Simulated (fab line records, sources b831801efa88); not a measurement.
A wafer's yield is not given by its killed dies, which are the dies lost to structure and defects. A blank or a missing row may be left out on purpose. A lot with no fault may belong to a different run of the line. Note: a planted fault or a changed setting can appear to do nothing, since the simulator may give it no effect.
A sampling plan put to the test || flow gf180mcu || one line in one fab, 53 faults in these records, each fault weighed on the records of the lots it struck
Plan = the line's own looks (route steps where a gauge or an inspection reads the wafer without altering it). A look is open to judgement when struck wafers have a number at it and the file gives its usual mean and standard deviation on fault-free wafers. Caught: at a look after the fault's first step, the mean of the struck wafers lies 4 or more of those standard deviations (sigma) from the usual mean. On the tool: the identical test, applied to the tool's own readings at the steps of the fault. If the struck wafers alone have a blank record, or they carry another recipe, that too counts as caught.

THE FAULTS, as the simulator had put them in
1. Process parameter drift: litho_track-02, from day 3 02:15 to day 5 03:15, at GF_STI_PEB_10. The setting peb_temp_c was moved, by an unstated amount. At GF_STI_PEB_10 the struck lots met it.
2. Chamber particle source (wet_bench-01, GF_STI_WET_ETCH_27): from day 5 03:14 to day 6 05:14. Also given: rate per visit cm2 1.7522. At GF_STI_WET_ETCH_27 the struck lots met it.
3. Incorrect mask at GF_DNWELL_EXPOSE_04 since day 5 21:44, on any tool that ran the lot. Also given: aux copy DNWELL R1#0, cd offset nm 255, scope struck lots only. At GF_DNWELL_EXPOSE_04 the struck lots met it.
4. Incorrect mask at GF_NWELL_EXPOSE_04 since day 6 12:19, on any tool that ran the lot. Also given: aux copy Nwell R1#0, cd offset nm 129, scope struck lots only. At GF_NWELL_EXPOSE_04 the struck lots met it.
5. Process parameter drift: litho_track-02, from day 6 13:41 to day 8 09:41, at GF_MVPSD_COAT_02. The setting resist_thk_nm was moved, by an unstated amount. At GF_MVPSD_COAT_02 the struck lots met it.
6. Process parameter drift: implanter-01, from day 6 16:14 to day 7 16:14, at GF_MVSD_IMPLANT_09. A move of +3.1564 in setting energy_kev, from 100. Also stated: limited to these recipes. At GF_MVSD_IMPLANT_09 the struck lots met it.
7. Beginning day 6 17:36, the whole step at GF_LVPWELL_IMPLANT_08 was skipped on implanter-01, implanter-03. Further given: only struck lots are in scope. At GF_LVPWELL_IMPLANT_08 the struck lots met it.
8. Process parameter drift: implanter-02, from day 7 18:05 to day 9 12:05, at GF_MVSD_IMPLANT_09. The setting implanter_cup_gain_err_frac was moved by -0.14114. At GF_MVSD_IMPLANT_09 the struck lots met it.
9. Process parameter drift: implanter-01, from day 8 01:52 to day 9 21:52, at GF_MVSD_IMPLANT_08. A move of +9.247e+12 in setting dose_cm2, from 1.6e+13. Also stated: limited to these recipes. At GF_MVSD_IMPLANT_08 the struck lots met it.
10. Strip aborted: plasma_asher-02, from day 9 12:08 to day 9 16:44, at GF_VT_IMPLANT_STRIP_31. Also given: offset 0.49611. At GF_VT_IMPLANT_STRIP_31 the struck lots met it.
11. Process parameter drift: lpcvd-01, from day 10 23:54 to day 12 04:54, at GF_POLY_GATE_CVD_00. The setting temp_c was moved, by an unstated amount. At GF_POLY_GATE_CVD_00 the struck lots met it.
12. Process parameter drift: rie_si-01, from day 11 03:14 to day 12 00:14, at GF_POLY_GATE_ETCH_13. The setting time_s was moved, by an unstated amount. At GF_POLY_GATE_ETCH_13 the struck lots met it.
13. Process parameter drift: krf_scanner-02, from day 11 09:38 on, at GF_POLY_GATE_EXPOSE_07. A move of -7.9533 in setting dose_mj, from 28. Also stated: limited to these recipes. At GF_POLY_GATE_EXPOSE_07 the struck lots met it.
14. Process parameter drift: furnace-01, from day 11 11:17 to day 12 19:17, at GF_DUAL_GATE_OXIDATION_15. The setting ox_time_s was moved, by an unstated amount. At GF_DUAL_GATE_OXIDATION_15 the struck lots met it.
15. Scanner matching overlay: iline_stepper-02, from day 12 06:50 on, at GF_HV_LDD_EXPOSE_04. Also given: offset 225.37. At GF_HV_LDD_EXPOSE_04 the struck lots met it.
16. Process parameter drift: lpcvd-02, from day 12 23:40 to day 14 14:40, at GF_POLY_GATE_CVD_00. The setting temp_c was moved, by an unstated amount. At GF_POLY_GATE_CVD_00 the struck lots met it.
17. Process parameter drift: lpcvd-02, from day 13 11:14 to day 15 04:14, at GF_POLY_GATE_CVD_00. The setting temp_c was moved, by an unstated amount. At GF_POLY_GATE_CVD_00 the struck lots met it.
18. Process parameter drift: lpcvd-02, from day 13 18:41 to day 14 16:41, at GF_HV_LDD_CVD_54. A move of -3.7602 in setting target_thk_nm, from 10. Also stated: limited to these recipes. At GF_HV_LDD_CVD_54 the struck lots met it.
19. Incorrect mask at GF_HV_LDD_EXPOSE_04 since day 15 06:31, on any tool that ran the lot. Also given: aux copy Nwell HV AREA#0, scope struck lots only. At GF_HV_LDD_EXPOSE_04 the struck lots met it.
20. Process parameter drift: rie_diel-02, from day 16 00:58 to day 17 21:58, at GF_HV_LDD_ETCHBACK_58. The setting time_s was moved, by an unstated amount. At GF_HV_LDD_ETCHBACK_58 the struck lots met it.
21. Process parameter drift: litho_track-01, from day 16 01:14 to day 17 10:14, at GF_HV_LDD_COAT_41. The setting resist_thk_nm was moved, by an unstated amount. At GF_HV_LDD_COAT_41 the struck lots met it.
22. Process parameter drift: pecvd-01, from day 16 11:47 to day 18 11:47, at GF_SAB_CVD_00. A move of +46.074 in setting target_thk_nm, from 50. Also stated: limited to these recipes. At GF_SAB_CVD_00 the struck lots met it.
23. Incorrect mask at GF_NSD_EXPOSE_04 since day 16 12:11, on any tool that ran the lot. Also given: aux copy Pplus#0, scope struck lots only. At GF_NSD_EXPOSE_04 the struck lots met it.
24. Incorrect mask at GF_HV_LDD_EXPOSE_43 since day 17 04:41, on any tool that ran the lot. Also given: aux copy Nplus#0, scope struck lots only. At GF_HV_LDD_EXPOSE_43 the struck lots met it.
25. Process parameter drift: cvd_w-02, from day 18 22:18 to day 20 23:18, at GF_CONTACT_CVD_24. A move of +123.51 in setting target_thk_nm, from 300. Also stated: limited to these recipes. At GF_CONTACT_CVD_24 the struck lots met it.
26. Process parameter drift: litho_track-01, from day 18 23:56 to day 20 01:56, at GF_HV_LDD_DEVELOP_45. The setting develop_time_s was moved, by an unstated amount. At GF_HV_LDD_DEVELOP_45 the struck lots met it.
27. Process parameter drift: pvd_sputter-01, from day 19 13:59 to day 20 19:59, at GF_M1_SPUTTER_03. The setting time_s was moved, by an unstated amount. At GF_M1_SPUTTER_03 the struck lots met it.
28. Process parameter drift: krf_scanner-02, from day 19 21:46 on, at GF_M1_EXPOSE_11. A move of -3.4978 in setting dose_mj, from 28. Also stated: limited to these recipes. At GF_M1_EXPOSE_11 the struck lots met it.
29. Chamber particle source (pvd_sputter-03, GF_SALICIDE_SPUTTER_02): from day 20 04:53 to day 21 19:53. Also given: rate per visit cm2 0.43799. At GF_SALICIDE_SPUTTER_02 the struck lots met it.
30. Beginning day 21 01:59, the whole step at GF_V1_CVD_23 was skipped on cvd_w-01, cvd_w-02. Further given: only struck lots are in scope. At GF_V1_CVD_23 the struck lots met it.
31. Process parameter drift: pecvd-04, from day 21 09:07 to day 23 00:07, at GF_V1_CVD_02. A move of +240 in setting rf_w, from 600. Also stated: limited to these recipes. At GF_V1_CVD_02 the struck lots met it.
32. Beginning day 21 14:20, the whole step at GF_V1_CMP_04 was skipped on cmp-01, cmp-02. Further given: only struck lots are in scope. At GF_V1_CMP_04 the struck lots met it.
33. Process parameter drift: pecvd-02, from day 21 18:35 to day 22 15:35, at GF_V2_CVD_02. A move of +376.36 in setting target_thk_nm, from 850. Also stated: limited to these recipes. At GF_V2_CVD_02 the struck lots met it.
34. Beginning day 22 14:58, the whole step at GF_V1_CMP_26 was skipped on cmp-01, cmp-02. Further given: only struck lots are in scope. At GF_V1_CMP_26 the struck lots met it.
35. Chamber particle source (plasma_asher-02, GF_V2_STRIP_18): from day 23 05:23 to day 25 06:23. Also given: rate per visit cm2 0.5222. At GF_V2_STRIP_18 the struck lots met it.
36. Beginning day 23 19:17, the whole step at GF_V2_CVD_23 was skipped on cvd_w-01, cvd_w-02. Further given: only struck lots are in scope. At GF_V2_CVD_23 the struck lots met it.
37. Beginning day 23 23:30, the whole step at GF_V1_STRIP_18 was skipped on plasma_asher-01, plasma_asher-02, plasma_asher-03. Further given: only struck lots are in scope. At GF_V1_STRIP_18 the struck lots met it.
38. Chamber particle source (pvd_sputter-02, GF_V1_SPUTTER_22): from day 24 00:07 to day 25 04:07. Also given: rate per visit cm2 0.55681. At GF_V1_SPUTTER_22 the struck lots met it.
39. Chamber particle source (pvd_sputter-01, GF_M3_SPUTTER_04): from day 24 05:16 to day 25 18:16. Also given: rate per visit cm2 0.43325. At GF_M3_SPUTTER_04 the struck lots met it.
40. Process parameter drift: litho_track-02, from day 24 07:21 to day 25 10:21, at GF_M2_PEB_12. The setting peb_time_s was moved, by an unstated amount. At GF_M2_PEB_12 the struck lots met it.
41. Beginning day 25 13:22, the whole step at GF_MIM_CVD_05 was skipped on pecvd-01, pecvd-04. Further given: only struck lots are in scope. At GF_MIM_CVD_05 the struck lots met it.
42. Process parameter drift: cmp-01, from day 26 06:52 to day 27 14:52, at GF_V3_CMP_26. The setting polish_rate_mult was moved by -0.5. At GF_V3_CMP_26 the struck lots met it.
43. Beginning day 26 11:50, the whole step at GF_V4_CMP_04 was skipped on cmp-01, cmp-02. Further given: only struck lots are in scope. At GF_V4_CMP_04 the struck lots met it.
44. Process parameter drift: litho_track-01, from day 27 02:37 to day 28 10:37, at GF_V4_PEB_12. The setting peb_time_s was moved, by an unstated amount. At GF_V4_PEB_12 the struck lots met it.
45. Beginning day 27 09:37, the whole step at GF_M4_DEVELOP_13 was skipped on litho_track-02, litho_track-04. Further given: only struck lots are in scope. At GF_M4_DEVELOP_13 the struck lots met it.
46. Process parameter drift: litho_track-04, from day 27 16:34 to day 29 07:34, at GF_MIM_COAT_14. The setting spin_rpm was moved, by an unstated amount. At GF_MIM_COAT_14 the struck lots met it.
47. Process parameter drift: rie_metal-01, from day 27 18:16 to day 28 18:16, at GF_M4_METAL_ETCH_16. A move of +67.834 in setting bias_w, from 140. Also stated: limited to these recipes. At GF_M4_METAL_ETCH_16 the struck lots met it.
48. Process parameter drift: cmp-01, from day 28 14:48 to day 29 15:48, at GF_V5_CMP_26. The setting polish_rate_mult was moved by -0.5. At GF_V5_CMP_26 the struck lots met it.
49. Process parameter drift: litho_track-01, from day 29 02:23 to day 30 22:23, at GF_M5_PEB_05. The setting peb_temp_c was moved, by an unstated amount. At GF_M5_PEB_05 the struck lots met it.
50. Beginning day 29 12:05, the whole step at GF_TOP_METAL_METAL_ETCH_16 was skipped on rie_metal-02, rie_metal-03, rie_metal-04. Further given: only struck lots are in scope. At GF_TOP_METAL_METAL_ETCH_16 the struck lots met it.
51. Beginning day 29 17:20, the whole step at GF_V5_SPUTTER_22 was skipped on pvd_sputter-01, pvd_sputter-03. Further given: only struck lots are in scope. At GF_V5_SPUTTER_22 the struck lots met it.
52. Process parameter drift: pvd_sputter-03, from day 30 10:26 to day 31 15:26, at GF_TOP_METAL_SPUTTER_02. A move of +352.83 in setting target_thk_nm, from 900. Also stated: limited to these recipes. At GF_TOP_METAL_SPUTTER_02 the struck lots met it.
53. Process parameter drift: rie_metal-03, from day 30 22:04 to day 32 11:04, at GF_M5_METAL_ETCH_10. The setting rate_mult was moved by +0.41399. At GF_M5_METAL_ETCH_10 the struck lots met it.

WHAT THE PLAN SAW
{"fault": 1, "on the tool itself": "heater_power_total_W -99 or beyond sigma", "first look that catches it": "GF_STI_CD_MEAS_12", "reading, sigma": "cd_nm +94", "median hours from its first step to that look": 0.3, "hours from the fault's start to the first struck lot there": 7, "judged looks passed uncaught": 0}
{"fault": 2, "on the tool itself": "no reading that can be judged", "first look that catches it": "none of the 2 looks that can be judged after it", "reading, sigma": "-", "median hours from its first step to that look": "-", "hours from the fault's start to the first struck lot there": "-", "judged looks passed uncaught": 2}
{"fault": 3, "on the tool itself": "under 2 sigma", "first look that catches it": "no look after it can be judged", "reading, sigma": "-", "median hours from its first step to that look": "-", "hours from the fault's start to the first struck lot there": "-", "judged looks passed uncaught": 0}
{"fault": 4, "on the tool itself": "no reading that can be judged", "first look that catches it": "no look after it can be judged", "reading, sigma": "-", "median hours from its first step to that look": "-", "hours from the fault's start to the first struck lot there": "-", "judged looks passed uncaught": 0}
{"fault": 5, "on the tool itself": "no reading that can be judged", "first look that catches it": "no look after it can be judged", "reading, sigma": "-", "median hours from its first step to that look": "-", "hours from the fault's start to the first struck lot there": "-", "judged looks passed uncaught": 0}
{"fault": 6, "on the tool itself": "beam_energy_keV +98 sigma", "first look that catches it": "no look after it can be judged", "reading, sigma": "-", "median hours from its first step to that look": "-", "hours from the fault's start to the first struck lot there": "-", "judged looks passed uncaught": 0}
{"fault": 7, "on the tool itself": "the tool's record is blank for the struck wafers", "first look that catches it": "GF_LVPWELL_TW_MEAS_11", "reading, sigma": "LVPWELL_TW -44", "median hours from its first step to that look": 0.4, "hours from the fault's start to the first struck lot there": 2, "judged looks passed uncaught": 0}
{"fault": 8, "on the tool itself": "beam_on_s +8.1 sigma", "first look that catches it": "GF_VT_IMPLANT_RS_MEAS_46", "reading, sigma": "MVSD_RS -11", "median hours from its first step to that look": 87.8, "hours from the fault's start to the first struck lot there": 93, "judged looks passed uncaught": 0}
{"fault": 9, "on the tool itself": "dose_ions_cm2 +99 or beyond sigma", "first look that catches it": "GF_MVSD_TW_MEAS_11", "reading, sigma": "MVSD_TW +16", "median hours from its first step to that look": 0.4, "hours from the fault's start to the first struck lot there": 5, "judged looks passed uncaught": 0}
{"fault": 10, "on the tool itself": "oes_product_au +53 sigma", "first look that catches it": "GF_VT_IMPLANT_TW_MEAS_43", "reading, sigma": "VT_IMPLANT_4_TW -99 or beyond", "median hours from its first step to that look": 17.6, "hours from the fault's start to the first struck lot there": 22, "judged looks passed uncaught": 0}
{"fault": 11, "on the tool itself": "susceptor_temp_C -19 sigma", "first look that catches it": "GF_POLY_GATE_THK_MEAS_01", "reading, sigma": "POLY_GATE_CVD_00_THK -17", "median hours from its first step to that look": 1.3, "hours from the fault's start to the first struck lot there": 3, "judged looks passed uncaught": 0}
{"fault": 12, "on the tool itself": "run_length_s -78 sigma", "first look that catches it": "no look after it can be judged", "reading, sigma": "-", "median hours from its first step to that look": "-", "hours from the fault's start to the first struck lot there": "-", "judged looks passed uncaught": 0}
{"fault": 13, "on the tool itself": "exposure_dose_mJ_cm2 -99 or beyond sigma", "first look that catches it": "GF_POLY_GATE_CD_MEAS_10", "reading, sigma": "cd_nm +32", "median hours from its first step to that look": 9.2, "hours from the fault's start to the first struck lot there": 18, "judged looks passed uncaught": 0}
{"fault": 14, "on the tool itself": "under 2 sigma", "first look that catches it": "no look after it can be judged", "reading, sigma": "-", "median hours from its first step to that look": "-", "hours from the fault's start to the first struck lot there": "-", "judged looks passed uncaught": 0}
{"fault": 15, "on the tool itself": "no reading that can be judged", "first look that catches it": "GF_HV_LDD_OVL_MEAS_08", "reading, sigma": "HV_LDD_OVL +99 or beyond", "median hours from its first step to that look": 9.7, "hours from the fault's start to the first struck lot there": 11, "judged looks passed uncaught": 0}
{"fault": 16, "on the tool itself": "susceptor_temp_C +99 or beyond sigma", "first look that catches it": "GF_POLY_GATE_THK_MEAS_01", "reading, sigma": "POLY_GATE_CVD_00_THK +99 or beyond", "median hours from its first step to that look": 1.3, "hours from the fault's start to the first struck lot there": 4, "judged looks passed uncaught": 0}
{"fault": 17, "on the tool itself": "susceptor_temp_C -17 sigma", "first look that catches it": "GF_POLY_GATE_THK_MEAS_01", "reading, sigma": "POLY_GATE_CVD_00_THK -13", "median hours from its first step to that look": 1.3, "hours from the fault's start to the first struck lot there": 11, "judged looks passed uncaught": 0}
{"fault": 18, "on the tool itself": "no reading that can be judged", "first look that catches it": "GF_HV_LDD_THK_MEAS_55", "reading, sigma": "HV_LDD_CVD_54_THK -31", "median hours from its first step to that look": 1.0, "hours from the fault's start to the first struck lot there": 9, "judged looks passed uncaught": 0}
{"fault": 19, "on the tool itself": "under 2 sigma", "first look that catches it": "GF_HV_LDD_TW_MEAS_11", "reading, sigma": "HV_LDD_TW -99 or beyond", "median hours from its first step to that look": 11.4, "hours from the fault's start to the first struck lot there": 16, "judged looks passed uncaught": 0}
{"fault": 20, "on the tool itself": "run_length_s -81 sigma", "first look that catches it": "no look after it can be judged", "reading, sigma": "-", "median hours from its first step to that look": "-", "hours from the fault's start to the first struck lot there": "-", "judged looks passed uncaught": 0}
{"fault": 21, "on the tool itself": "under 2 sigma", "first look that catches it": "GF_HV_LDD_CD_MEAS_46", "reading, sigma": "cd_nm +61", "median hours from its first step to that look": 11.3, "hours from the fault's start to the first struck lot there": 20, "judged looks passed uncaught": 0}
{"fault": 22, "on the tool itself": "under 2 sigma", "first look that catches it": "GF_SAB_THK_MEAS_01", "reading, sigma": "SAB_CVD_00_THK +66", "median hours from its first step to that look": 0.0, "hours from the fault's start to the first struck lot there": 8, "judged looks passed uncaught": 0}
{"fault": 23, "on the tool itself": "under 2 sigma", "first look that catches it": "GF_NSD_TW_MEAS_12", "reading, sigma": "NSD_TW -99 or beyond", "median hours from its first step to that look": 11.9, "hours from the fault's start to the first struck lot there": 17, "judged looks passed uncaught": 0}
{"fault": 24, "on the tool itself": "no reading that can be judged", "first look that catches it": "GF_HV_LDD_TW_MEAS_50", "reading, sigma": "HV_LDD_4_TW -99 or beyond", "median hours from its first step to that look": 12.0, "hours from the fault's start to the first struck lot there": 15, "judged looks passed uncaught": 0}
{"fault": 25, "on the tool itself": "under 2 sigma", "first look that catches it": "GF_CONTACT_RS_MEAS_25", "reading, sigma": "CONTACT_W_RS -25", "median hours from its first step to that look": 0.1, "hours from the fault's start to the first struck lot there": 2, "judged looks passed uncaught": 0}
{"fault": 26, "on the tool itself": "no reading that can be judged", "first look that catches it": "GF_HV_LDD_CD_MEAS_46", "reading, sigma": "cd_nm -34", "median hours from its first step to that look": 0.2, "hours from the fault's start to the first struck lot there": 4, "judged looks passed uncaught": 0}
{"fault": 27, "on the tool itself": "under 2 sigma", "first look that catches it": "no look after it can be judged", "reading, sigma": "-", "median hours from its first step to that look": "-", "hours from the fault's start to the first struck lot there": "-", "judged looks passed uncaught": 0}
{"fault": 28, "on the tool itself": "exposure_dose_mJ_cm2 -99 or beyond sigma", "first look that catches it": "GF_M1_CD_MEAS_14", "reading, sigma": "cd_nm +15", "median hours from its first step to that look": 11.9, "hours from the fault's start to the first struck lot there": 14, "judged looks passed uncaught": 0}
{"fault": 29, "on the tool itself": "under 2 sigma", "first look that catches it": "not the one look that can be judged after it", "reading, sigma": "-", "median hours from its first step to that look": "-", "hours from the fault's start to the first struck lot there": "-", "judged looks passed uncaught": 1}
{"fault": 30, "on the tool itself": "the tool's record is blank for the struck wafers", "first look that catches it": "GF_V1_RS_MEAS_24", "reading, sigma": "V1_W_RS +99 or beyond", "median hours from its first step to that look": 0.1, "hours from the fault's start to the first struck lot there": 2, "judged looks passed uncaught": 0}
{"fault": 31, "on the tool itself": "rf_fwd_power_W +99 or beyond sigma", "first look that catches it": "GF_V1_THK_MEAS_03", "reading, sigma": "V1_CVD_02_THK +6.1", "median hours from its first step to that look": 0.1, "hours from the fault's start to the first struck lot there": 20, "judged looks passed uncaught": 0}
{"fault": 32, "on the tool itself": "the tool's record is blank for the struck wafers", "first look that catches it": "not the one look that can be judged after it", "reading, sigma": "-", "median hours from its first step to that look": "-", "hours from the fault's start to the first struck lot there": "-", "judged looks passed uncaught": 1}
{"fault": 33, "on the tool itself": "under 2 sigma", "first look that catches it": "GF_V2_THK_MEAS_03", "reading, sigma": "V2_CVD_02_THK +31", "median hours from its first step to that look": 0.1, "hours from the fault's start to the first struck lot there": 11, "judged looks passed uncaught": 0}
{"fault": 34, "on the tool itself": "the tool's record is blank for the struck wafers", "first look that catches it": "no look after it can be judged", "reading, sigma": "-", "median hours from its first step to that look": "-", "hours from the fault's start to the first struck lot there": "-", "judged looks passed uncaught": 0}
{"fault": 35, "on the tool itself": "under 2 sigma", "first look that catches it": "not the one look that can be judged after it", "reading, sigma": "-", "median hours from its first step to that look": "-", "hours from the fault's start to the first struck lot there": "-", "judged looks passed uncaught": 1}
{"fault": 36, "on the tool itself": "the tool's record is blank for the struck wafers", "first look that catches it": "GF_V2_RS_MEAS_24", "reading, sigma": "V2_W_RS +99 or beyond", "median hours from its first step to that look": 0.1, "hours from the fault's start to the first struck lot there": 3, "judged looks passed uncaught": 0}
{"fault": 37, "on the tool itself": "the tool's record is blank for the struck wafers", "first look that catches it": "no look after it can be judged", "reading, sigma": "-", "median hours from its first step to that look": "-", "hours from the fault's start to the first struck lot there": "-", "judged looks passed uncaught": 0}
{"fault": 38, "on the tool itself": "under 2 sigma", "first look that catches it": "none of the 2 looks that can be judged after it", "reading, sigma": "-", "median hours from its first step to that look": "-", "hours from the fault's start to the first struck lot there": "-", "judged looks passed uncaught": 2}
{"fault": 39, "on the tool itself": "under 2 sigma", "first look that catches it": "not the one look that can be judged after it", "reading, sigma": "-", "median hours from its first step to that look": "-", "hours from the fault's start to the first struck lot there": "-", "judged looks passed uncaught": 1}
{"fault": 40, "on the tool itself": "heater_power_total_W +99 or beyond sigma", "first look that catches it": "GF_M2_CD_MEAS_14", "reading, sigma": "cd_nm +6.1", "median hours from its first step to that look": 0.3, "hours from the fault's start to the first struck lot there": 3, "judged looks passed uncaught": 0}
{"fault": 41, "on the tool itself": "the tool's record is blank for the struck wafers", "first look that catches it": "no look after it can be judged", "reading, sigma": "-", "median hours from its first step to that look": "-", "hours from the fault's start to the first struck lot there": "-", "judged looks passed uncaught": 0}
{"fault": 42, "on the tool itself": "overpolish_run_s -99 or beyond sigma", "first look that catches it": "no look after it can be judged", "reading, sigma": "-", "median hours from its first step to that look": "-", "hours from the fault's start to the first struck lot there": "-", "judged looks passed uncaught": 0}
{"fault": 43, "on the tool itself": "the tool's record is blank for the struck wafers", "first look that catches it": "no look after it can be judged", "reading, sigma": "-", "median hours from its first step to that look": "-", "hours from the fault's start to the first struck lot there": "-", "judged looks passed uncaught": 0}
{"fault": 44, "on the tool itself": "under 2 sigma", "first look that catches it": "not the one look that can be judged after it", "reading, sigma": "strongest: cd_nm at GF_V4_CD_MEAS_14, +3.0", "median hours from its first step to that look": "-", "hours from the fault's start to the first struck lot there": "-", "judged looks passed uncaught": 1}
{"fault": 45, "on the tool itself": "no reading that can be judged", "first look that catches it": "no look after it can be judged", "reading, sigma": "-", "median hours from its first step to that look": "-", "hours from the fault's start to the first struck lot there": "-", "judged looks passed uncaught": 0}
{"fault": 46, "on the tool itself": "spin_speed_rpm +99 or beyond sigma", "first look that catches it": "not the one look that can be judged after it", "reading, sigma": "-", "median hours from its first step to that look": "-", "hours from the fault's start to the first struck lot there": "-", "judged looks passed uncaught": 1}
{"fault": 47, "on the tool itself": "bias_w +99 or beyond sigma", "first look that catches it": "none of the 2 looks that can be judged after it", "reading, sigma": "-", "median hours from its first step to that look": "-", "hours from the fault's start to the first struck lot there": "-", "judged looks passed uncaught": 2}
{"fault": 48, "on the tool itself": "overpolish_run_s -99 or beyond sigma", "first look that catches it": "no look after it can be judged", "reading, sigma": "-", "median hours from its first step to that look": "-", "hours from the fault's start to the first struck lot there": "-", "judged looks passed uncaught": 0}
{"fault": 49, "on the tool itself": "heater_power_total_W +42 sigma", "first look that catches it": "GF_M5_CD_MEAS_07", "reading, sigma": "cd_nm -7.8", "median hours from its first step to that look": 0.3, "hours from the fault's start to the first struck lot there": 2, "judged looks passed uncaught": 0}
{"fault": 50, "on the tool itself": "the tool's record is blank for the struck wafers", "first look that catches it": "no look after it can be judged", "reading, sigma": "-", "median hours from its first step to that look": "-", "hours from the fault's start to the first struck lot there": "-", "judged looks passed uncaught": 0}
{"fault": 51, "on the tool itself": "the tool's record is blank for the struck wafers", "first look that catches it": "no look after it can be judged", "reading, sigma": "-", "median hours from its first step to that look": "-", "hours from the fault's start to the first struck lot there": "-", "judged looks passed uncaught": 0}
{"fault": 52, "on the tool itself": "under 2 sigma", "first look that catches it": "GF_TOP_METAL_RS_MEAS_05", "reading, sigma": "TOP_METAL_ALCU_RS -22", "median hours from its first step to that look": 0.1, "hours from the fault's start to the first struck lot there": 9, "judged looks passed uncaught": 0}
{"fault": 53, "on the tool itself": "under 2 sigma", "first look that catches it": "no look after it can be judged", "reading, sigma": "-", "median hours from its first step to that look": "-", "hours from the fault's start to the first struck lot there": "-", "judged looks passed uncaught": 0}
A dash: the fault isn't caught, or these records don't give the number.

Caught at a look: 26 of 53. Caught on the tool: 29 of 53. By one or the other: 40 of 53.
On the tool alone, faults 6, 12, 20, 32, 34, 37, 41, 42, 43, 46, 47, 48, 50, 51 were caught.
Caught at a look alone: faults 15, 18, 19, 21, 22, 23, 24, 25, 26, 33, 52.
Caught by neither: faults 2, 3, 4, 5, 14, 27, 29, 35, 38, 39, 44, 45, 53.

THINNER SAMPLING
In the worst case, this is how late the first struck lot would be measured if the look that catches a fault measured only every second or every third lot, by lot number:
{"fault": 1, "struck lots at that look, in order of time": "L336, L338", "every lot": "7 h", "every second lot": "may miss all 2", "every third lot": "may miss all 2"}
{"fault": 7, "struck lots at that look, in order of time": "L274, L275", "every lot": "2 h", "every second lot": "13 h", "every third lot": "may miss all 2"}
{"fault": 8, "struck lots at that look, in order of time": "L559, L562", "every lot": "93 h", "every second lot": "113 h", "every third lot": "may miss all 2"}
{"fault": 9, "struck lots at that look, in order of time": "L123, L126", "every lot": "5 h", "every second lot": "22 h", "every third lot": "may miss all 2"}
{"fault": 10, "struck lots at that look, in order of time": "L865", "every lot": "22 h", "every second lot": "may miss it", "every third lot": "may miss it"}
{"fault": 11, "struck lots at that look, in order of time": "L433, L434, L436", "every lot": "3 h", "every second lot": "9 h", "every third lot": "may miss all 3"}
{"fault": 13, "struck lots at that look, in order of time": "L532, L533", "every lot": "18 h", "every second lot": "29 h", "every third lot": "may miss all 2"}
{"fault": 15, "struck lots at that look, in order of time": "L754, L755", "every lot": "11 h", "every second lot": "19 h", "every third lot": "may miss all 2"}
{"fault": 16, "struck lots at that look, in order of time": "L725, L727, L728", "every lot": "4 h", "every second lot": "30 h", "every third lot": "may miss all 3"}
{"fault": 17, "struck lots at that look, in order of time": "L712, L713", "every lot": "11 h", "every second lot": "19 h", "every third lot": "may miss all 2"}
{"fault": 18, "struck lots at that look, in order of time": "L926, L927", "every lot": "9 h", "every second lot": "12 h", "every third lot": "may miss all 2"}
{"fault": 19, "struck lots at that look, in order of time": "L730", "every lot": "16 h", "every second lot": "may miss it", "every third lot": "may miss it"}
{"fault": 21, "struck lots at that look, in order of time": "L714, L715", "every lot": "20 h", "every second lot": "27 h", "every third lot": "may miss all 2"}
{"fault": 22, "struck lots at that look, in order of time": "L863, L862", "every lot": "8 h", "every second lot": "11 h", "every third lot": "may miss all 2"}
{"fault": 23, "struck lots at that look, in order of time": "L721", "every lot": "17 h", "every second lot": "may miss it", "every third lot": "may miss it"}
{"fault": 24, "struck lots at that look, in order of time": "L673", "every lot": "15 h", "every second lot": "may miss it", "every third lot": "may miss it"}
{"fault": 25, "struck lots at that look, in order of time": "L234, L239", "every lot": "2 h", "every second lot": "34 h", "every third lot": "may miss all 2"}
{"fault": 26, "struck lots at that look, in order of time": "L193, L194", "every lot": "4 h", "every second lot": "16 h", "every third lot": "may miss all 2"}
{"fault": 28, "struck lots at that look, in order of time": "L750, L751, L752", "every lot": "14 h", "every second lot": "24 h", "every third lot": "35 h"}
{"fault": 30, "struck lots at that look, in order of time": "L434, L436, L437", "every lot": "2 h", "every second lot": "13 h", "every third lot": "may miss all 3"}
{"fault": 31, "struck lots at that look, in order of time": "L847, L848, L849", "every lot": "20 h", "every second lot": "26 h", "every third lot": "35 h"}
{"fault": 33, "struck lots at that look, in order of time": "L589, L591", "every lot": "11 h", "every second lot": "may miss all 2", "every third lot": "may miss all 2"}
{"fault": 36, "struck lots at that look, in order of time": "L627, L628", "every lot": "3 h", "every second lot": "15 h", "every third lot": "may miss all 2"}
{"fault": 40, "struck lots at that look, in order of time": "L844, L845", "every lot": "3 h", "every second lot": "12 h", "every third lot": "may miss all 2"}
{"fault": 49, "struck lots at that look, in order of time": "L649, L650", "every lot": "2 h", "every second lot": "8 h", "every third lot": "may miss all 2"}
{"fault": 52, "struck lots at that look, in order of time": "L932, L933", "every lot": "9 h", "every second lot": "14 h", "every third lot": "may miss all 2"}
Hours: fault start to first struck lot measured. Since the struck wafers were tested as one group against 4 sigma, a single lot by itself may lie under the limit. Other struck lots may not be in these records.

THE LONGEST TIMED WAY FROM STEP TO LOOK
In fault 8, a median of 87.8 hours elapses between GF_MVSD_IMPLANT_09 and GF_VT_IMPLANT_RS_MEAS_46. No look between them can be judged.
